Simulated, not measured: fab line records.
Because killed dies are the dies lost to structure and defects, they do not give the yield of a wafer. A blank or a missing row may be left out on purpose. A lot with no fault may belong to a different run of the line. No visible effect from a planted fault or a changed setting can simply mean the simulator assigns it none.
Comparing a struck lot with a sound one / flow sky130 / 14 steps out of a route of 708
Sound: these wafers, L914.4, L914.5, L914.6. Wafers L904.2, L904.3, L904.4 were the ones struck. Last of all comes the cause.
Per side, at each step with rows, come the tool, then ch with its chambers, and then its first start. Under that, the readings that differ: sound wafers / struck wafers / difference of the means / sigmas: that difference in standard deviations of wafers without a fault.
alike: a reading whose means differ by less than 2 such deviations, as well as words and numbers matching on both sides. not compared: withheld readings; readings where some wafer has no value; bounds like >300 that might hide an equal value; numbers whose values overlap and for which the record gives no deviation.
The two part at a step that has a row with sigmas, a row that says differs or no value, or rows on one side only. Numbers that don't overlap but have no deviation are shown without sigmas and don't part them. A reading missing from all wafers of one side parts the sides only when that side holds two or more wafers.

first, 2 steps without rows for these wafers: SKY_METAL1_CLEAN_23 (cleans in O3/DIW); SKY_VIA1_HDPCVD_00 (deposits SiO2, target thk 1030 nm, time 171.7 s).
SKY_VIA1_THK_MEAS_01:
  sound: film_metro-04 at day 36 23:45; struck: film_metro-03 at day 33 17:53
  alike: VIA1_HDPCVD_THK
SKY_VIA1_CMP_02: polishes SiO2.
  sound on cmp-02 ch 0,1,3, day 36 23:56; struck on cmp-01 ch 0,1,2, day 33 17:56
  alike: motor_current_A
SKY_VIA1_BOW_MEAS_03:
  sound: film_metro-01 at day 37 00:08; struck: film_metro-01 at day 33 18:15
  alike: VIA1_BOW
then, 7 steps without rows for these wafers: SKY_VIA1_DEHYDRATE_04 (time 60 s); SKY_VIA1_HMDS_05 (prime time 60 s); SKY_VIA1_COAT_06 (resist thk 60 nm); SKY_VIA1_COAT_07 (resist thk 450 nm); SKY_VIA1_SOFTBAKE_08 (time 90 s); SKY_VIA1_EXPOSE_09 (exposes mask VIM, target cd 150 nm); SKY_VIA1_PEB_10.
SKY_VIA1_DEVELOP_11: develop time 60 s.
  struck on litho_track-04, day 34 20:00; sound on litho_track-04 ch 0, day 38 01:00
  no value came back on the struck wafers for chill_plate_temp_C (C), develop_time_s (s), resist_line_temp_C (C); on the sound wafers chill_plate_temp_C (C) reads 22.97 22.84 22.93
reading=model.KrF-thick_of_VIA1_COAT_07.thk_nm (nm); sound=437.5 436.7 438.6; struck=449.6 449.9 450.2; difference=+12.3; sigmas=
SKY_VIA1_CD_MEAS_12 targets a cd of 150 nm.
  sound: cd_sem-01 at day 38 01:33; struck: cd_sem-02 at day 34 20:19
reading=cd_nm (nm); sound=150.2 150.3 150.9; struck=- - -; difference=no value on the struck wafers; sigmas=

## WHERE THEY PART
Last at SKY_VIA1_CD_MEAS_12 as far as this record goes, first at SKY_VIA1_DEVELOP_11.

WHY: what had been put in by the simulator
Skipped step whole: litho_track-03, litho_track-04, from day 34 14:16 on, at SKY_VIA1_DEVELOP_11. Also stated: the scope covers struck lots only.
